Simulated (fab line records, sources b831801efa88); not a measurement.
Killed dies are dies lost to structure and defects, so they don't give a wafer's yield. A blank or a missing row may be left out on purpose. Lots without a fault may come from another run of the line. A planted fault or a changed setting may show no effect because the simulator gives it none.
Which tool did it? | flow sky130 | 10 lots, 30 wafers sampled, at 5 steps of a route of 708

WHAT THE GAUGES READ, wafer by wafer
SKY_METAL2_RS_MEAS_05: measures by four-point-probe.
lot  | measured     | on            | METAL2_ALCU_RS (ohm/sq)
L906 | day 34 20:07 | film_metro-03 | 0.1261 0.1270 0.1263
L907 | day 35 00:25 | film_metro-01 | 0.1277 0.1269 0.1265
L911 | day 36 10:14 | film_metro-02 | 0.1278 0.1258 0.1261
L913 | day 36 20:23 | film_metro-01 | 0.1258 0.1262 0.1268
L916 | day 37 15:38 | film_metro-02 | 0.1287 0.1281 0.2568
L918 | day 38 13:10 | film_metro-02 | 0.1272 0.1248 0.2553
L923 | day 40 05:51 | film_metro-01 | 0.1266 0.1270 0.1274
L924 | day 40 20:35 | film_metro-01 | 0.1284 0.1263 0.1265
L926 | day 40 23:45 | film_metro-02 | 0.1266 0.1270 0.1253
L925 | day 41 01:01 | film_metro-02 | 0.1282 0.1290 0.1263

WHICH TOOL RAN EACH LOT (tool, then ch and the chambers of the sampled wafers, then the start)
lot  | SKY_CONTACT_CMP_27            | SKY_METAL1_SPUTTER_04        | SKY_METAL1_DESCUM_17              | SKY_METAL2_SPUTTER_02
L906 | cmp-01 ch 0,3, day 32 12:10   | pvd_sputter-03, day 32 12:34 | rie_metal-02 ch 0,1, day 33 15:02 | pvd_sputter-02, day 34 20:01
L907 | cmp-01 ch 0,2,3, day 32 15:58 | pvd_sputter-02, day 32 16:16 | rie_metal-02 ch 0,1, day 33 18:47 | pvd_sputter-01, day 35 00:18
L911 | cmp-02 ch 1,2,3, day 34 03:02 | pvd_sputter-02, day 34 03:25 | rie_metal-02 ch 0,1, day 35 05:41 | pvd_sputter-01, day 36 10:08
L913 | cmp-02 ch 0,2,3, day 34 12:52 | pvd_sputter-03, day 34 13:16 | rie_metal-04 ch 1, day 35 15:50   | pvd_sputter-03, day 36 20:17
L916 | cmp-02 ch 1,3, day 35 08:10   | pvd_sputter-04, day 35 08:34 | rie_metal-02 ch 0,1, day 36 10:57 | pvd_sputter-01, day 37 15:30
L918 | cmp-01 ch 0,3, day 36 05:43   | pvd_sputter-03, day 36 06:06 | rie_metal-01 ch 0,1, day 37 08:35 | pvd_sputter-01, day 38 13:04
L923 | cmp-02 ch 1,2, day 38 01:39   | pvd_sputter-03, day 38 01:59 | rie_metal-01 ch 0,1, day 39 02:47 | pvd_sputter-03, day 40 05:46
L924 | cmp-02 ch 0,1,2, day 38 16:08 | pvd_sputter-02, day 38 16:31 | rie_metal-04 ch 0, day 39 17:23   | pvd_sputter-03, day 40 20:29
L926 | cmp-02 ch 0,2,3, day 38 19:12 | pvd_sputter-02, day 38 19:29 | rie_metal-01 ch 0,1, day 39 20:11 | pvd_sputter-03, day 40 23:37
L925 | cmp-02 ch 0,1,2, day 38 20:49 | pvd_sputter-04, day 38 21:06 | rie_metal-02 ch 0,1, day 39 22:05 | pvd_sputter-03, day 41 00:55
- SKY_CONTACT_CMP_27: polishes, stops on SiO2, t overpolish 15 s, target thk 0 nm.
- SKY_METAL1_SPUTTER_04: material TiN, target thk 70 nm, time 58.3 s.
- SKY_METAL1_DESCUM_17: chemistry O2, time 8 s.
- SKY_METAL2_SPUTTER_02: material AlCu, target thk 250 nm, time 13.3 s.

THE ANSWER, worked out from the rows above alone
Rule: what is usual is taken from the lots themselves. Put in order of their means at a reading, lots are off if they are a third of the lots or fewer, leave a main group of 4 or more, and stand apart from it by a gap of 3 or more times the standard deviation of the main group's means; of several such gaps the widest counts. A main group whose means are all the same, to the digits that the tables above print for the reading, isn't used. A lot without any number at a reading at which 4 lots or more have one is off too. The other lots that the step has rows for count as sound.
Off: L916, L918, at SKY_METAL2_RS_MEAS_05 (METAL2_ALCU_RS). The main group: mean 0.1268 ohm/sq, standard deviation 0.00049.
A tool fits if, at a process step before that reading, it ran every lot that is off, and no sound lot after the first of them. The gauges at SKY_METAL2_RS_MEAS_05 are tried like those tools. One fits: pvd_sputter-01 at SKY_METAL2_SPUTTER_02. Its last sound lot is L911 (day 36 10:08), its first lot that is off L916 (day 37 15:30): a fault that began between those two fits.

WHAT THE SIMULATOR HAD PUT IN
Process parameter drift: pvd_sputter-01, from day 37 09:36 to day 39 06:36, at SKY_METAL2_SPUTTER_02. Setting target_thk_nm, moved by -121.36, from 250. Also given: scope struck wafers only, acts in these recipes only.
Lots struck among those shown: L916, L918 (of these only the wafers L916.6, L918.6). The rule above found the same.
